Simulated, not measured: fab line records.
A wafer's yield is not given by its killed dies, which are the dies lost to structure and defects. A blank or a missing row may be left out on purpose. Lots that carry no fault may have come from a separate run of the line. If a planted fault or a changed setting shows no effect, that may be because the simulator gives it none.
fab line records :: flow sky130 :: part 2 of 2: steps 25 to 34 of 34
record:
  lots: 5
  wafers: 15
  last_day: 50
route steps=708 shown METAL3@570 VIA3@573 METAL4@598 CAP2M@603
lots that met no fault: taken from a fault-free run of the same line
start_h: hours from the record's first day to the start of the lot's first wafer shown :: wait_h: hours from the lot's prior step to this one :: " identical to the entry in the row above :: L1.1+2: a single row standing in for several wafers :: - no value present, or no start provided :: * or withheld: withheld :: < > ~ a bound
route shown NAME@n: names a module that has steps shown in the file, with the first one's number in the route :: usual: mean/standard deviation of fault-free wafers :: same: alike in all rows :: chamber/n: place in a boat :: sites: per-site readings :: _std_site: how widely they spread, as a standard deviation :: _edge_site: inner sites' mean taken away from outer sites' mean :: radius_mm: how far each site lies from the wafer's centre :: mask NAME#n: copy n :: behind: the most recent tool/chamber to have shaped the wafer :: hold: why the lot went on hold/how many hours it stayed there/how the hold came to an end :: device: the n, p or np transistor that did not switch :: end of line: tests of these same wafers at the route's end :: a step without rows: its recipe alone :: killed: dies lost to structure and defects at the first sort, not the wafer's yield :: map: a wafer's dies, marking killed ones x, the rest . and places with no die _
set.NAME: the setting the step ran with; set.NAME@STEP: the setting that earlier step ran with :: model.NAME: the simulator's own value behind a step, which no gauge read
lots seen at some steps along the route; tables by step, rows by wafer
services: a tool's chamber out of use, with start hour (start_h, from the record's first day; less than 0 if before it), hours out, and reason
== steps ==
step: SKY_VIA3_CVD_21
recipe:
  material: W
  target_thk_nm: 390
  time_s: 117.31
  temp_c: 400
  pressure_torr: 40
usual:
  heater_power_w: 913/58
lot.wafer: L085.1
tool: cvd_w-01
chamber: 1
start_h: 1017.02
wait_h: 0.0
heater_power_w: 977

lot.wafer: L085.3
tool: cvd_w-01
chamber: 1
start_h: 1017.02
wait_h: 0.0
heater_power_w: 965

lot.wafer: L085.6
tool: cvd_w-01
chamber: 0
start_h: 1017.02
wait_h: 0.0
heater_power_w: 836

lot.wafer: L088.4
tool: cvd_w-02
chamber: 1
start_h: 1039.71
wait_h: 0.1
heater_power_w: 939

lot.wafer: L088.5
tool: cvd_w-02
chamber: 0
start_h: 1039.71
wait_h: 0.1
heater_power_w: 911

lot.wafer: L088.6
tool: cvd_w-02
chamber: 1
start_h: 1039.71
wait_h: 0.1
heater_power_w: 971

lot.wafer: L093.3
tool: cvd_w-02
chamber: 1
start_h: 1063.38
wait_h: 0.1
heater_power_w: 947

lot.wafer: L093.5
tool: cvd_w-02
chamber: 0
start_h: 1063.38
wait_h: 0.1
heater_power_w: 890

lot.wafer: L093.6
tool: cvd_w-02
chamber: 1
start_h: 1063.38
wait_h: 0.1
heater_power_w: 954

lot.wafer: L095.2
tool: cvd_w-02
chamber: 1
start_h: 1068.60
wait_h: 0.0
heater_power_w: 957

lot.wafer: L095.3
tool: cvd_w-02
chamber: 0
start_h: 1068.60
wait_h: 0.0
heater_power_w: 922

lot.wafer: L095.4
tool: cvd_w-02
chamber: 1
start_h: 1068.60
wait_h: 0.0
heater_power_w: 934

lot.wafer: L097.1
tool: cvd_w-01
chamber: 1
start_h: 1083.75
wait_h: 0.0
heater_power_w: 968

lot.wafer: L097.2
tool: cvd_w-01
chamber: 0
start_h: 1083.75
wait_h: 0.0
heater_power_w: 833

lot.wafer: L097.6
tool: cvd_w-01
chamber: 1
start_h: 1083.75
wait_h: 0.0
heater_power_w: 977
step: SKY_VIA3_RS_MEAS_22
recipe:
  thk_meas_gauge: four-point-probe
  reads: W_of_VIA3_CVD_21+TiN_of_VIA3_SPUTTER_20
usual:
  VIA3_W_RS: 0.291/0.004
lot.wafer: L085.1
tool: film_metro-02
chamber: -
start_h: 1017.15
wait_h: 0.1
VIA3_W_RS[ohm/sq]: 0.293

lot.wafer: L085.3
tool: film_metro-02
chamber: -
start_h: 1017.15
wait_h: 0.1
VIA3_W_RS[ohm/sq]: 0.292

lot.wafer: L085.6
tool: film_metro-02
chamber: -
start_h: 1017.15
wait_h: 0.1
VIA3_W_RS[ohm/sq]: 0.283

lot.wafer: L088.4
tool: film_metro-04
chamber: -
start_h: 1039.87
wait_h: 0.1
VIA3_W_RS[ohm/sq]: 0.291

lot.wafer: L088.5
tool: film_metro-04
chamber: -
start_h: 1039.87
wait_h: 0.1
VIA3_W_RS[ohm/sq]: 0.292

lot.wafer: L088.6
tool: film_metro-04
chamber: -
start_h: 1039.87
wait_h: 0.1
VIA3_W_RS[ohm/sq]: 0.291

lot.wafer: L093.3
tool: film_metro-03
chamber: -
start_h: 1063.50
wait_h: 0.1
VIA3_W_RS[ohm/sq]: 0.295

lot.wafer: L093.5
tool: film_metro-03
chamber: -
start_h: 1063.50
wait_h: 0.1
VIA3_W_RS[ohm/sq]: 0.296

lot.wafer: L093.6
tool: film_metro-03
chamber: -
start_h: 1063.50
wait_h: 0.1
VIA3_W_RS[ohm/sq]: 0.291

lot.wafer: L095.2
tool: film_metro-04
chamber: -
start_h: 1068.74
wait_h: 0.1
VIA3_W_RS[ohm/sq]: 0.296

lot.wafer: L095.3
tool: film_metro-04
chamber: -
start_h: 1068.74
wait_h: 0.1
VIA3_W_RS[ohm/sq]: 0.298

lot.wafer: L095.4
tool: film_metro-04
chamber: -
start_h: 1068.74
wait_h: 0.1
VIA3_W_RS[ohm/sq]: 0.293

lot.wafer: L097.1
tool: film_metro-04
chamber: -
start_h: 1083.87
wait_h: 0.1
VIA3_W_RS[ohm/sq]: 0.294

lot.wafer: L097.2
tool: film_metro-04
chamber: -
start_h: 1083.87
wait_h: 0.1
VIA3_W_RS[ohm/sq]: 0.288

lot.wafer: L097.6
tool: film_metro-04
chamber: -
start_h: 1083.87
wait_h: 0.1
VIA3_W_RS[ohm/sq]: 0.293
step: SKY_VIA3_THK_MEAS_23
recipe:
  thk_meas_gauge: xrf
  reads: W_of_VIA3_CVD_21
usual:
  VIA3_W_THK: 399/7.7
lot.wafer: L085.1
tool: film_metro-02
chamber: -
start_h: 1017.27
wait_h: 0.1
VIA3_W_THK[nm]: 399

lot.wafer: L085.3
tool: film_metro-02
chamber: -
start_h: 1017.27
wait_h: 0.1
VIA3_W_THK[nm]: 405

lot.wafer: L085.6
tool: film_metro-02
chamber: -
start_h: 1017.27
wait_h: 0.1
VIA3_W_THK[nm]: 417

lot.wafer: L088.4
tool: film_metro-04
chamber: -
start_h: 1039.96
wait_h: 0.1
VIA3_W_THK[nm]: 392

lot.wafer: L088.5
tool: film_metro-04
chamber: -
start_h: 1039.96
wait_h: 0.1
VIA3_W_THK[nm]: 391

lot.wafer: L088.6
tool: film_metro-04
chamber: -
start_h: 1039.96
wait_h: 0.1
VIA3_W_THK[nm]: 393

lot.wafer: L093.3
tool: film_metro-03
chamber: -
start_h: 1063.60
wait_h: 0.1
VIA3_W_THK[nm]: 397

lot.wafer: L093.5
tool: film_metro-03
chamber: -
start_h: 1063.60
wait_h: 0.1
VIA3_W_THK[nm]: 398

lot.wafer: L093.6
tool: film_metro-03
chamber: -
start_h: 1063.60
wait_h: 0.1
VIA3_W_THK[nm]: 405

lot.wafer: L095.2
tool: film_metro-04
chamber: -
start_h: 1068.85
wait_h: 0.1
VIA3_W_THK[nm]: 387

lot.wafer: L095.3
tool: film_metro-04
chamber: -
start_h: 1068.85
wait_h: 0.1
VIA3_W_THK[nm]: 386

lot.wafer: L095.4
tool: film_metro-04
chamber: -
start_h: 1068.85
wait_h: 0.1
VIA3_W_THK[nm]: 393

lot.wafer: L097.1
tool: film_metro-04
chamber: -
start_h: 1083.99
wait_h: 0.1
VIA3_W_THK[nm]: 389

lot.wafer: L097.2
tool: film_metro-04
chamber: -
start_h: 1083.99
wait_h: 0.1
VIA3_W_THK[nm]: 400

lot.wafer: L097.6
tool: film_metro-04
chamber: -
start_h: 1083.99
wait_h: 0.1
VIA3_W_THK[nm]: 392
step: SKY_VIA3_CMP_24
recipe:
  stop_on: SiO2
  t_overpolish_s: 20
  down_force_psi: 3.5
  platen_rpm: 60
  target_thk_nm: 0
  pad_velocity_m_s: 0.94248
usual:
  motor_current_A: 11.4/0.81
  overpolish_run_s: 20.000/0.0085
  slurry_flow_ml_min: 150.0/0.45
  time_to_endpoint_s: 94/3.9
lot.wafer: L085.1
tool: cmp-01
chamber: 2
start_h: 1017.33
wait_h: 0.1
motor_current_A: 11.5
overpolish_run_s: 19.991
slurry_flow_ml_min: 149.5
time_to_endpoint_s: 96

lot.wafer: L085.3
tool: cmp-01
chamber: 1
start_h: 1017.33
wait_h: 0.1
motor_current_A: 10.9
overpolish_run_s: 20.001
slurry_flow_ml_min: 149.4
time_to_endpoint_s: 94

lot.wafer: L085.6
tool: cmp-01
chamber: 2
start_h: 1017.33
wait_h: 0.1
motor_current_A: 11.5
overpolish_run_s: 19.983
slurry_flow_ml_min: 150.3
time_to_endpoint_s: 97

lot.wafer: L088.4
tool: cmp-02
chamber: 1
start_h: 1040.20
wait_h: 0.2
motor_current_A: 11.2
overpolish_run_s: 19.993
slurry_flow_ml_min: 150.0
time_to_endpoint_s: 98

lot.wafer: L088.5
tool: cmp-02
chamber: 1
start_h: 1040.20
wait_h: 0.2
motor_current_A: 11.0
overpolish_run_s: 19.997
slurry_flow_ml_min: 150.3
time_to_endpoint_s: 96

lot.wafer: L088.6
tool: cmp-02
chamber: 2
start_h: 1040.20
wait_h: 0.2
motor_current_A: 12.6
overpolish_run_s: 19.997
slurry_flow_ml_min: 149.8
time_to_endpoint_s: 95

lot.wafer: L093.3
tool: cmp-01
chamber: 3
start_h: 1063.69
wait_h: 0.1
motor_current_A: 10.8
overpolish_run_s: 19.998
slurry_flow_ml_min: 149.7
time_to_endpoint_s: 85

lot.wafer: L093.5
tool: cmp-01
chamber: 2
start_h: 1063.69
wait_h: 0.1
motor_current_A: 11.9
overpolish_run_s: 20.006
slurry_flow_ml_min: 149.9
time_to_endpoint_s: 88

lot.wafer: L093.6
tool: cmp-01
chamber: 3
start_h: 1063.69
wait_h: 0.1
motor_current_A: 11.0
overpolish_run_s: 20.014
slurry_flow_ml_min: 149.3
time_to_endpoint_s: 86

lot.wafer: L095.2
tool: cmp-02
chamber: 3
start_h: 1068.95
wait_h: 0.1
motor_current_A: 12.8
overpolish_run_s: 20.016
slurry_flow_ml_min: 150.5
time_to_endpoint_s: 92

lot.wafer: L095.4
tool: cmp-02
chamber: 0
start_h: 1068.95
wait_h: 0.1
motor_current_A: 10.9
overpolish_run_s: 19.997
slurry_flow_ml_min: 150.0
time_to_endpoint_s: 94

lot.wafer: L095.3
tool: cmp-02
chamber: 1
start_h: 1068.95
wait_h: 0.1
motor_current_A: 10.8
overpolish_run_s: 19.997
slurry_flow_ml_min: 149.9
time_to_endpoint_s: 95

lot.wafer: L097.1
tool: cmp-02
chamber: 3
start_h: 1088.20
wait_h: 4.2
motor_current_A: 12.7
overpolish_run_s: 20.006
slurry_flow_ml_min: 150.3
time_to_endpoint_s: 98

lot.wafer: L097.2
tool: cmp-02
chamber: 0
start_h: 1088.20
wait_h: 4.2
motor_current_A: 10.3
overpolish_run_s: 20.003
slurry_flow_ml_min: 150.1
time_to_endpoint_s: 98

lot.wafer: L097.6
tool: cmp-02
chamber: 0
start_h: 1088.20
wait_h: 4.2
motor_current_A: 10.9
overpolish_run_s: 20.004
slurry_flow_ml_min: 149.6
time_to_endpoint_s: 96
step: SKY_METAL4_SPUTTER_00
recipe:
  material: Ti
  target_thk_nm: 15
  power_w: 3000
  time_s: 10
  chamber_pressure_pa: 0.4
usual:
  throttle_valve_pct: 30.1/1
lot.wafer: L085.1
tool: pvd_sputter-02
chamber: -
start_h: 1017.63
wait_h: 0.2
throttle_valve_pct: 31.0

lot.wafer: L085.3
tool: pvd_sputter-02
chamber: -
start_h: 1017.63
wait_h: 0.2
throttle_valve_pct: 30.3

lot.wafer: L085.6
tool: pvd_sputter-02
chamber: -
start_h: 1017.63
wait_h: 0.2
throttle_valve_pct: 29.8

lot.wafer: L088.4
tool: pvd_sputter-04
chamber: -
start_h: 1040.50
wait_h: 0.2
throttle_valve_pct: 32.5

lot.wafer: L088.5
tool: pvd_sputter-04
chamber: -
start_h: 1040.50
wait_h: 0.2
throttle_valve_pct: 29.2

lot.wafer: L088.6
tool: pvd_sputter-04
chamber: -
start_h: 1040.50
wait_h: 0.2
throttle_valve_pct: 30.4

lot.wafer: L093.3
tool: pvd_sputter-04
chamber: -
start_h: 1063.94
wait_h: 0.2
throttle_valve_pct: 30.4

lot.wafer: L093.5
tool: pvd_sputter-04
chamber: -
start_h: 1063.94
wait_h: 0.2
throttle_valve_pct: 32.4

lot.wafer: L093.6
tool: pvd_sputter-04
chamber: -
start_h: 1063.94
wait_h: 0.2
throttle_valve_pct: 29.8

lot.wafer: L095.2
tool: pvd_sputter-02
chamber: -
start_h: 1069.20
wait_h: 0.2
throttle_valve_pct: 31.0

lot.wafer: L095.3
tool: pvd_sputter-02
chamber: -
start_h: 1069.20
wait_h: 0.2
throttle_valve_pct: 28.9

lot.wafer: L095.4
tool: pvd_sputter-02
chamber: -
start_h: 1069.20
wait_h: 0.2
throttle_valve_pct: 29.7

lot.wafer: L097.1
tool: pvd_sputter-01
chamber: -
start_h: 1088.50
wait_h: 0.2
throttle_valve_pct: 30.0

lot.wafer: L097.2
tool: pvd_sputter-01
chamber: -
start_h: 1088.50
wait_h: 0.2
throttle_valve_pct: 28.8

lot.wafer: L097.6
tool: pvd_sputter-01
chamber: -
start_h: 1088.50
wait_h: 0.2
throttle_valve_pct: 31.5
step: SKY_METAL4_SPUTTER_01
recipe:
  material: TiN
  target_thk_nm: 20
  power_w: 6500
  time_s: 16.7
  chamber_pressure_pa: 0.4
usual:
  throttle_valve_pct: 30.1/1
lot.wafer: L085.1
tool: pvd_sputter-02
chamber: -
start_h: 1017.65
wait_h: 0.0
throttle_valve_pct: 30.9

lot.wafer: L085.3
tool: pvd_sputter-02
chamber: -
start_h: 1017.65
wait_h: 0.0
throttle_valve_pct: 30.5

lot.wafer: L085.6
tool: pvd_sputter-02
chamber: -
start_h: 1017.65
wait_h: 0.0
throttle_valve_pct: 29.9

lot.wafer: L088.4
tool: pvd_sputter-04
chamber: -
start_h: 1040.52
wait_h: 0.0
throttle_valve_pct: 32.4

lot.wafer: L088.5
tool: pvd_sputter-04
chamber: -
start_h: 1040.52
wait_h: 0.0
throttle_valve_pct: 29.2

lot.wafer: L088.6
tool: pvd_sputter-04
chamber: -
start_h: 1040.52
wait_h: 0.0
throttle_valve_pct: 30.5

lot.wafer: L093.3
tool: pvd_sputter-04
chamber: -
start_h: 1063.96
wait_h: 0.0
throttle_valve_pct: 30.4

lot.wafer: L093.5
tool: pvd_sputter-04
chamber: -
start_h: 1063.96
wait_h: 0.0
throttle_valve_pct: 32.7

lot.wafer: L093.6
tool: pvd_sputter-04
chamber: -
start_h: 1063.96
wait_h: 0.0
throttle_valve_pct: 29.6

lot.wafer: L095.2
tool: pvd_sputter-02
chamber: -
start_h: 1069.22
wait_h: 0.0
throttle_valve_pct: 31.1

lot.wafer: L095.3
tool: pvd_sputter-02
chamber: -
start_h: 1069.22
wait_h: 0.0
throttle_valve_pct: 28.4

lot.wafer: L095.4
tool: pvd_sputter-02
chamber: -
start_h: 1069.22
wait_h: 0.0
throttle_valve_pct: 29.9

lot.wafer: L097.1
tool: pvd_sputter-01
chamber: -
start_h: 1088.52
wait_h: 0.0
throttle_valve_pct: 29.8

lot.wafer: L097.2
tool: pvd_sputter-01
chamber: -
start_h: 1088.52
wait_h: 0.0
throttle_valve_pct: 28.2

lot.wafer: L097.6
tool: pvd_sputter-01
chamber: -
start_h: 1088.52
wait_h: 0.0
throttle_valve_pct: 31.5
step: SKY_METAL4_SPUTTER_02
recipe:
  material: AlCu
  target_thk_nm: 735
  power_w: 10600
  time_s: 39.1
  chamber_pressure_pa: 0.4
usual:
  throttle_valve_pct: 30.1/1
lot.wafer: L085.1
tool: pvd_sputter-02
chamber: -
start_h: 1017.67
wait_h: 0.0
throttle_valve_pct: 31.2

lot.wafer: L085.3
tool: pvd_sputter-02
chamber: -
start_h: 1017.67
wait_h: 0.0
throttle_valve_pct: 29.8

lot.wafer: L085.6
tool: pvd_sputter-02
chamber: -
start_h: 1017.67
wait_h: 0.0
throttle_valve_pct: 29.9

lot.wafer: L088.4
tool: pvd_sputter-04
chamber: -
start_h: 1040.55
wait_h: 0.0
throttle_valve_pct: 32.8

lot.wafer: L088.5
tool: pvd_sputter-04
chamber: -
start_h: 1040.55
wait_h: 0.0
throttle_valve_pct: 29.0

lot.wafer: L088.6
tool: pvd_sputter-04
chamber: -
start_h: 1040.55
wait_h: 0.0
throttle_valve_pct: 30.4

lot.wafer: L093.3
tool: pvd_sputter-04
chamber: -
start_h: 1063.99
wait_h: 0.0
throttle_valve_pct: 30.4

lot.wafer: L093.5
tool: pvd_sputter-04
chamber: -
start_h: 1063.99
wait_h: 0.0
throttle_valve_pct: 32.5

lot.wafer: L093.6
tool: pvd_sputter-04
chamber: -
start_h: 1063.99
wait_h: 0.0
throttle_valve_pct: 29.9

lot.wafer: L095.2
tool: pvd_sputter-02
chamber: -
start_h: 1069.25
wait_h: 0.0
throttle_valve_pct: 30.9

lot.wafer: L095.3
tool: pvd_sputter-02
chamber: -
start_h: 1069.25
wait_h: 0.0
throttle_valve_pct: 28.7

lot.wafer: L095.4
tool: pvd_sputter-02
chamber: -
start_h: 1069.25
wait_h: 0.0
throttle_valve_pct: 29.9

lot.wafer: L097.1
tool: pvd_sputter-01
chamber: -
start_h: 1088.55
wait_h: 0.0
throttle_valve_pct: 29.8

lot.wafer: L097.2
tool: pvd_sputter-01
chamber: -
start_h: 1088.55
wait_h: 0.0
throttle_valve_pct: 28.6

lot.wafer: L097.6
tool: pvd_sputter-01
chamber: -
start_h: 1088.55
wait_h: 0.0
throttle_valve_pct: 31.5
step: SKY_METAL4_SPUTTER_03
recipe:
  material: Ti
  target_thk_nm: 5
  power_w: 3000
  time_s: 3.3
  chamber_pressure_pa: 0.4
usual:
  throttle_valve_pct: 30.1/1
lot.wafer: L085.1
tool: pvd_sputter-02
chamber: -
start_h: 1017.71
wait_h: 0.0
throttle_valve_pct: 31.1

lot.wafer: L085.3
tool: pvd_sputter-02
chamber: -
start_h: 1017.71
wait_h: 0.0
throttle_valve_pct: 30.0

lot.wafer: L085.6
tool: pvd_sputter-02
chamber: -
start_h: 1017.71
wait_h: 0.0
throttle_valve_pct: 29.9

lot.wafer: L088.4
tool: pvd_sputter-04
chamber: -
start_h: 1040.59
wait_h: 0.0
throttle_valve_pct: 32.6

lot.wafer: L088.5
tool: pvd_sputter-04
chamber: -
start_h: 1040.59
wait_h: 0.0
throttle_valve_pct: 28.9

lot.wafer: L088.6
tool: pvd_sputter-04
chamber: -
start_h: 1040.59
wait_h: 0.0
throttle_valve_pct: 30.4

lot.wafer: L093.3
tool: pvd_sputter-04
chamber: -
start_h: 1064.02
wait_h: 0.0
throttle_valve_pct: 30.3

lot.wafer: L093.5
tool: pvd_sputter-04
chamber: -
start_h: 1064.02
wait_h: 0.0
throttle_valve_pct: 32.4

lot.wafer: L093.6
tool: pvd_sputter-04
chamber: -
start_h: 1064.02
wait_h: 0.0
throttle_valve_pct: 29.4

lot.wafer: L095.2
tool: pvd_sputter-02
chamber: -
start_h: 1069.28
wait_h: 0.0
throttle_valve_pct: 30.8

lot.wafer: L095.3
tool: pvd_sputter-02
chamber: -
start_h: 1069.28
wait_h: 0.0
throttle_valve_pct: 28.8

lot.wafer: L095.4
tool: pvd_sputter-02
chamber: -
start_h: 1069.28
wait_h: 0.0
throttle_valve_pct: 29.6

lot.wafer: L097.1
tool: pvd_sputter-01
chamber: -
start_h: 1088.59
wait_h: 0.0
throttle_valve_pct: 30.1

lot.wafer: L097.2
tool: pvd_sputter-01
chamber: -
start_h: 1088.59
wait_h: 0.0
throttle_valve_pct: 28.5

lot.wafer: L097.6
tool: pvd_sputter-01
chamber: -
start_h: 1088.59
wait_h: 0.0
throttle_valve_pct: 31.3
step: SKY_METAL4_SPUTTER_04
recipe:
  material: TiN
  target_thk_nm: 70
  power_w: 6500
  time_s: 58.3
  chamber_pressure_pa: 0.4
usual:
  throttle_valve_pct: 30.1/1
lot.wafer: L085.1
tool: pvd_sputter-02
chamber: -
start_h: 1017.73
wait_h: 0.0
throttle_valve_pct: 30.8

lot.wafer: L085.3
tool: pvd_sputter-02
chamber: -
start_h: 1017.73
wait_h: 0.0
throttle_valve_pct: 30.1

lot.wafer: L085.6
tool: pvd_sputter-02
chamber: -
start_h: 1017.73
wait_h: 0.0
throttle_valve_pct: 29.7

lot.wafer: L088.4
tool: pvd_sputter-04
chamber: -
start_h: 1040.61
wait_h: 0.0
throttle_valve_pct: 32.4

lot.wafer: L088.5
tool: pvd_sputter-04
chamber: -
start_h: 1040.61
wait_h: 0.0
throttle_valve_pct: 29.0

lot.wafer: L088.6
tool: pvd_sputter-04
chamber: -
start_h: 1040.61
wait_h: 0.0
throttle_valve_pct: 30.3

lot.wafer: L093.3
tool: pvd_sputter-04
chamber: -
start_h: 1064.04
wait_h: 0.0
throttle_valve_pct: 30.3

lot.wafer: L093.5
tool: pvd_sputter-04
chamber: -
start_h: 1064.04
wait_h: 0.0
throttle_valve_pct: 32.8

lot.wafer: L093.6
tool: pvd_sputter-04
chamber: -
start_h: 1064.04
wait_h: 0.0
throttle_valve_pct: 30.0

lot.wafer: L095.2
tool: pvd_sputter-02
chamber: -
start_h: 1069.30
wait_h: 0.0
throttle_valve_pct: 31.1

lot.wafer: L095.3
tool: pvd_sputter-02
chamber: -
start_h: 1069.30
wait_h: 0.0
throttle_valve_pct: 28.7

lot.wafer: L095.4
tool: pvd_sputter-02
chamber: -
start_h: 1069.30
wait_h: 0.0
throttle_valve_pct: 29.9

lot.wafer: L097.1
tool: pvd_sputter-01
chamber: -
start_h: 1088.61
wait_h: 0.0
throttle_valve_pct: 30.0

lot.wafer: L097.2
tool: pvd_sputter-01
chamber: -
start_h: 1088.61
wait_h: 0.0
throttle_valve_pct: 28.5

lot.wafer: L097.6
tool: pvd_sputter-01
chamber: -
start_h: 1088.61
wait_h: 0.0
throttle_valve_pct: 31.6
step: SKY_CAP2M_CVD_00
recipe:
  material: SiO2
  target_thk_nm: 15.5
  temp_c: 400
  time_s: withheld
  rf_w: 450
usual:
  heater_power_w: 693/79
lot.wafer: L085.1
tool: pecvd-01
chamber: 1
start_h: 1017.78
wait_h: 0.0
heater_power_w: 675

lot.wafer: L085.3
tool: pecvd-01
chamber: 2
start_h: 1017.78
wait_h: 0.0
heater_power_w: 741

lot.wafer: L085.6
tool: pecvd-01
chamber: 2
start_h: 1017.78
wait_h: 0.0
heater_power_w: 740

lot.wafer: L088.4
tool: pecvd-01
chamber: 0
start_h: 1040.67
wait_h: 0.0
heater_power_w: 597

lot.wafer: L088.5
tool: pecvd-01
chamber: 2
start_h: 1040.67
wait_h: 0.0
heater_power_w: 705

lot.wafer: L088.6
tool: pecvd-01
chamber: 1
start_h: 1040.67
wait_h: 0.0
heater_power_w: 730

lot.wafer: L093.3
tool: pecvd-02
chamber: 0
start_h: 1064.09
wait_h: 0.0
heater_power_w: 847

lot.wafer: L093.5
tool: pecvd-02
chamber: 1
start_h: 1064.09
wait_h: 0.0
heater_power_w: 629

lot.wafer: L093.6
tool: pecvd-02
chamber: 0
start_h: 1064.09
wait_h: 0.0
heater_power_w: 840

lot.wafer: L095.2
tool: pecvd-03
chamber: 2
start_h: 1069.35
wait_h: 0.0
heater_power_w: 571

lot.wafer: L095.3
tool: pecvd-03
chamber: 2
start_h: 1069.35
wait_h: 0.0
heater_power_w: 554

lot.wafer: L095.4
tool: pecvd-03
chamber: 0
start_h: 1069.35
wait_h: 0.0
heater_power_w: 693

lot.wafer: L097.1
tool: pecvd-02
chamber: 2
start_h: 1088.65
wait_h: 0.0
heater_power_w: 638

lot.wafer: L097.2
tool: pecvd-02
chamber: 1
start_h: 1088.65
wait_h: 0.0
heater_power_w: 575

lot.wafer: L097.6
tool: pecvd-02
chamber: 0
start_h: 1088.65
wait_h: 0.0
heater_power_w: 787
== services ==
tool: pvd_sputter-02
chamber: -
start_h: 975.52
hours: 0.5
kind: repair

tool: cvd_w-02
chamber: -
start_h: 978.84
hours: 4.3
kind: pm

tool: krf_scanner-02
chamber: -
start_h: 980.22
hours: 1.3
kind: pm

tool: hdpcvd-02
chamber: -
start_h: 981.60
hours: 0.6
kind: repair

tool: rie_diel-01
chamber: 0
start_h: 983.73
hours: 2.6
kind: repair

tool: pvd_sputter-01
chamber: -
start_h: 986.81
hours: 5.0
kind: repair

tool: pvd_sputter-01
chamber: -
start_h: 994.27
hours: 3.0
kind: repair

tool: pvd_sputter-01
chamber: -
start_h: 1001.47
hours: 4.3
kind: repair

tool: rie_diel-02
chamber: 1
start_h: 1001.98
hours: 5.6
kind: repair

tool: rie_diel-01
chamber: 0
start_h: 1008.23
hours: 3.6
kind: repair

tool: pvd_sputter-02
chamber: -
start_h: 1011.14
hours: 3.4
kind: repair

tool: cmp-01
chamber: -
start_h: 1019.73
hours: 1.0
kind: repair

tool: pvd_sputter-01
chamber: -
start_h: 1026.42
hours: 1.4
kind: repair

tool: cmp-01
chamber: -
start_h: 1029.96
hours: 1.0
kind: repair

tool: cmp-02
chamber: -
start_h: 1032.68
hours: 4.8
kind: repair

tool: rie_diel-02
chamber: -
start_h: 1036.24
hours: 0.4
kind: repair

tool: cmp-01
chamber: -
start_h: 1048.72
hours: 6.0
kind: pm

tool: cmp-01
chamber: -
start_h: 1059.60
hours: 0.3
kind: repair

tool: pvd_sputter-01
chamber: -
start_h: 1061.81
hours: 15.0
kind: repair

tool: rie_diel-02
chamber: -
start_h: 1067.59
hours: 14.6
kind: pm

tool: cmp-02
chamber: -
start_h: 1072.71
hours: 2.6
kind: repair

tool: cmp-01
chamber: -
start_h: 1083.59
hours: 0.2
kind: repair

tool: cmp-01
chamber: -
start_h: 1083.76
hours: 6.4
kind: repair

tool: cmp-02
chamber: -
start_h: 1084.20
hours: 4.0
kind: pm
